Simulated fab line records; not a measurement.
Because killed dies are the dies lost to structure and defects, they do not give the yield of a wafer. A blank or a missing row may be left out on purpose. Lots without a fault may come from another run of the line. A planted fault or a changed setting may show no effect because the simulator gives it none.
Matching of chambers -- flow sky130 -- SKY_PASSIVATION_ETCH_11 on rie_diel-04 has 4 sister chambers
The step etches the open film in CF4/O2, stops on AlCu, target depth 725 nm, time 161.1 s. 4 wafers are shown with their chamber, then 12 later ones without.

== WAFERS, EACH WITH ITS CHAMBER ==
wafer,chamber,drypump_motor_current_A (A)
L083.6,2,5.6
L086.4,0,5.0
L086.5,3,6.3
L086.6,1,5.8

== WAFERS WITHOUT THEIR CHAMBER ==
wafer,drypump_motor_current_A (A)
L088.4,5.8
L088.5,5.8
L088.6,5.6
L091.1,6.2
L091.2,5.6
L091.3,5.8
L092.2,5.1
L092.3,5.6
L092.5,5.8
L097.1,5.1
L097.2,5.6
L097.4,5.8

== CHAMBER TAKEN BY EACH ==
wafer,from the rows above,in truth
L088.4,1,1
L088.5,1,1
L088.6,2,2
L091.1,3,3
L091.2,2,2
L091.3,1,1
L092.2,0,0
L092.3,2,2
L092.5,1,1
L097.1,0,0
L097.2,2,2
L097.4,1,1
Correct placement for 12 of the 12. Left unplaced by these rows: 0. Number placed wrongly: 0.
How it was worked out, from the rows above alone: a wafer's distance from a chamber is the root of the sum, over the readings, of the square of ((its reading less the chamber's mean) divided by the reading's scatter). If the next closest chamber is less than 2 further off than the closest, the wafer can't be placed; otherwise it belongs to the closest. The mean given for a chamber averages the wafers shown for that chamber. The scatter (one wafer shown for each chamber): square how far every hidden wafer sits from the nearest shown wafer, average those squares and take the square root.
